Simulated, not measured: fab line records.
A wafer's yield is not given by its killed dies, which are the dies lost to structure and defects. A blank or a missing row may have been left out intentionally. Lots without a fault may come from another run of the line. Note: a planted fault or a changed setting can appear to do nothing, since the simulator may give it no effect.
Comparing a struck lot with a sound one || flow sky130 || 17 steps out of a route of 708
Sound: wafers L336.4, L336.5, L336.6. Wafers struck: L337.1, L337.2, L337.5. The cause is given at the end.
Per side, at each step with rows, come the tool, then ch with its chambers, and then its first start. Under that, the readings that differ: sound wafers || struck wafers || difference of the means || sigmas: that difference in standard deviations of wafers without a fault.
alike: readings with means less than 2 such deviations apart, plus words and numbers identical on both sides. not compared: withheld readings, readings lacking a value on some wafer, bounds such as >300 that could conceal the same value, and numbers that have no deviation in the record and whose values overlap.
The two part at a step that has a row with sigmas, a row that says differs or no value, or rows on one side only. When numbers do not overlap yet have no deviation, they are printed without sigmas and do not part them. A reading that every wafer of one side lacks parts them only if that side has two wafers or more.

SKY_LDD_HVP_TW_MEAS_10:
  struck on film metro-04, day 26 17:49; sound on film metro-04, day 26 15:55
  alike: LDD_HVP_TW
then, 7 steps without rows for these wafers: SKY_LDD_LDN_DEHYDRATE_00 (time 60 s); SKY_LDD_LDN_HMDS_01 (prime time 60 s); SKY_LDD_LDN_COAT_02 (resist thk 1140 nm); SKY_LDD_LDN_SOFTBAKE_03 (time 60 s); SKY_LDD_LDN_EXPOSE_04 (exposes mask LDNTM, target cd 700 nm); SKY_LDD_LDN_PEB_05; SKY_LDD_LDN_DEVELOP_06 (develop time 60 s).
SKY_LDD_LDN_OVL_MEAS_07:
  struck on overlay-01, day 27 22:49; sound on overlay-01, day 27 20:56
{"reading": "LDD_LDN_OVL (nm)", "sound": "2.1 2.0 0.5", "struck": "-2.8 -1.6 -1.4", "difference": -3.5, "sigmas": -2}
then, 3 steps without rows for these wafers: SKY_LDD_LDN_IMPLANT_08; SKY_LDD_LDN_IMPLANT_09; SKY_LDD_LDN_IMPLANT_10.
SKY_LDD_LDN_IMPLANT_11:
  sound on implanter-02 ch 0, day 27 21:28; struck on implanter-01 ch 0, day 27 23:18
{"reading": "dose ions cm2", "sound": "1.2501e+13 1.2509e+13 1.2516e+13", "struck": "1.8842e+13 1.8817e+13 1.8851e+13", "difference": "+6.3280e+12", "sigmas": "+99 or more"}
{"reading": "faraday current uA", "sound": "72.5 70.3 69.9", "struck": "104.9 106.2 103.7", "difference": "+34.0", "sigmas": "+28"}
  alike: beam on s
SKY_LDD_LDN_STRIP_12: strips in O2/N2.
  sound on plasma asher-03 ch 0,1, day 27 21:35; struck on plasma asher-01 ch 0,1, day 27 23:27
  alike: drypump motor current A, n2 flow sccm, oes product au, strip time to endpoint s
  not compared: rf hours counter h
SKY_LDD_LDN_TW_MEAS_13:
  struck on film metro-03, day 27 23:33; sound on film metro-02, day 27 21:41
{"reading": "LDD_LDN_TW", "sound": "1480 1486 1486", "struck": "1541 1532 1543", "difference": "+55", "sigmas": "+5"}
then, 1 step without rows for these wafers: SKY_LDD_LDN_CLEAN_14 (cleans in SC1/SC2, time 150 s).
-- record jumps: 21 days separate the struck wafers' starts on either side; left off in module LDD_LDN, taken up again in module PAD_OPEN, whose first shown step is the route's number 708 --
SKY_PAD_OPEN_PROBE_99:
  struck on prober-02, day 49 02:41; sound on prober-01, day 49 07:27
{"reading": "model.etest.tip sonos.rs ohm sq", "sound": "2757 2785 2771", "struck": "2689 2687 2714", "difference": -74, "sigmas": ""}
  alike: killed_at_M0_to_M3, killed_at_M4_up, killed at contacts, killed at front end, killed at other, killed dies, killed open, killed short

## WHERE THEY PART
At SKY_LDD_LDN_OVL_MEAS_07 first; at SKY_LDD_LDN_TW_MEAS_13 last (within this record only). Later steps at which nothing parts them and some readings are alike: SKY_PAD_OPEN_PROBE_99.

WHY: the cause the simulator had injected
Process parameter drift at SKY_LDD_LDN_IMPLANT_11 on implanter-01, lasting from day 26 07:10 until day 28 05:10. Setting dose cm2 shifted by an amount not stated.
